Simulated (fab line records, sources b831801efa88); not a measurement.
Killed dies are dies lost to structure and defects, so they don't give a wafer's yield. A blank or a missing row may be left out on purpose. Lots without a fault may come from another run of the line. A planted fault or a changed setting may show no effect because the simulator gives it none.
Tool commonality check | flow sky130 | 11 lots, 33 wafers sampled

WHY IT WAS OPENED
At SKY_VIA4_THK_MEAS_01 the reading VIA4_HDPCVD_THK is flagged on 2 of 11 lots. Wafers without a fault read 1745 nm, standard deviation 15.
Rule: a lot is flagged when every wafer of it that has a number lies more than 4 standard deviations from that mean, or none has a number. The other lots count as sound.

lot  | measured     | on            | VIA4_HDPCVD_THK (nm), wafer by wafer | flag
L862 | day 41 20:45 | film_metro-02 | 1720 1743 1758                       |
L863 | day 42 06:56 | film_metro-01 | 1759 1729 1748                       |
L864 | day 42 14:59 | film_metro-02 | 1737 1786 1734                       |
L868 | day 43 17:31 | film_metro-04 | 1595 1580 1575                       | FLAGGED
L869 | day 43 22:03 | film_metro-02 | 1594 1586 1598                       | FLAGGED
L875 | day 45 17:47 | film_metro-04 | 1728 1744 1732                       |
L879 | day 46 23:05 | film_metro-04 | 1745 1731 1730                       |
L881 | day 47 00:01 | film_metro-02 | 1742 1755 1732                       |
L883 | day 47 14:20 | film_metro-04 | 1759 1731 1731                       |
L884 | day 47 15:37 | film_metro-02 | 1741 1756 1764                       |
L885 | day 48 02:50 | film_metro-01 | 1748 1711 1726                       |
The numbers of the flagged lots are 1588 nm on average: -157 nm against the usual, or -10 standard deviations.

WHICH TOOL RAN EACH LOT
The record holds 2 process steps before the reading, out of a route of 708 steps. In each cell: the tool, then ch and the chambers that the sampled wafers went through, then the start.
lot  | flag    | SKY_CAP2M_STRIP_14                   | SKY_VIA4_HDPCVD_00
L862 |         | plasma_asher-04 ch 0, day 40 19:00   | hdpcvd-01 ch 0,1, day 41 20:34
L863 |         | plasma_asher-02 ch 0,1, day 41 05:09 | hdpcvd-01 ch 0,1,2, day 42 06:45
L864 |         | plasma_asher-04 ch 0,1, day 41 12:33 | hdpcvd-01 ch 0,1,2, day 42 14:48
L868 | FLAGGED | plasma_asher-04 ch 0,1, day 42 16:06 | hdpcvd-01 ch 0,1,2, day 43 17:20
L869 | FLAGGED | plasma_asher-03 ch 0,1, day 42 21:25 | hdpcvd-01 ch 0,1,2, day 43 21:52
L875 |         | plasma_asher-03 ch 0, day 44 18:04   | hdpcvd-02 ch 0,2, day 45 17:35
L879 |         | plasma_asher-02 ch 0,1, day 46 00:47 | hdpcvd-01 ch 0,1,2, day 46 22:53
L881 |         | plasma_asher-03 ch 0,1, day 46 01:50 | hdpcvd-01 ch 0,2, day 46 23:49
L883 |         | plasma_asher-04 ch 0,1, day 46 16:34 | hdpcvd-01 ch 0,1,2, day 47 14:08
L884 |         | plasma_asher-04 ch 1, day 46 17:30   | hdpcvd-01 ch 1,2, day 47 15:25
L885 |         | plasma_asher-03 ch 0,1, day 47 05:16 | hdpcvd-01 ch 0,1, day 48 02:39
What these steps do:
- SKY_CAP2M_STRIP_14: strips in O2/N2.
- SKY_VIA4_HDPCVD_00: deposits SiO2, target thk 1750 nm, time 291.7 s.
- SKY_VIA4_THK_MEAS_01

FLAGGED OVER TOTAL, TOOL BY TOOL (the gauges that took the reading come last)
step                 | tool            | lots run | flagged | share of the flagged lots | sound lots run after its first flagged lot
SKY_CAP2M_STRIP_14   | plasma_asher-02 | 2        | 0       | none                      | -
SKY_CAP2M_STRIP_14   | plasma_asher-03 | 4        | 1       | some                      | 3 (L875,L881,L885)
SKY_CAP2M_STRIP_14   | plasma_asher-04 | 5        | 1       | some                      | 2 (L883,L884)
SKY_VIA4_HDPCVD_00   | hdpcvd-01       | 10       | 2       | all                       | 5 (L879,L881,L883,L884,L885)
SKY_VIA4_HDPCVD_00   | hdpcvd-02       | 1        | 0       | none                      | -
SKY_VIA4_THK_MEAS_01 | film_metro-01   | 2        | 0       | none                      | -
SKY_VIA4_THK_MEAS_01 | film_metro-02   | 5        | 1       | some                      | 2 (L881,L884)
SKY_VIA4_THK_MEAS_01 | film_metro-04   | 4        | 1       | some                      | 3 (L875,L879,L883)

WHAT THE TABLE ALLOWS
1 row of the table ran every flagged lot: hdpcvd-01 at SKY_VIA4_HDPCVD_00.
- hdpcvd-01 at SKY_VIA4_HDPCVD_00: 2 of its 10 lots flagged. Sound lots ran on it after the first flagged one (L879, L881, L883, L884, L885), which a lasting fault on the whole tool wouldn't allow. Its own readings lie more than 4 standard deviations out on every wafer of the flagged lots: run_length_s.
No row of the table ran every flagged lot and no sound lot after the first.

WHAT THE SIMULATOR HAD PUT IN
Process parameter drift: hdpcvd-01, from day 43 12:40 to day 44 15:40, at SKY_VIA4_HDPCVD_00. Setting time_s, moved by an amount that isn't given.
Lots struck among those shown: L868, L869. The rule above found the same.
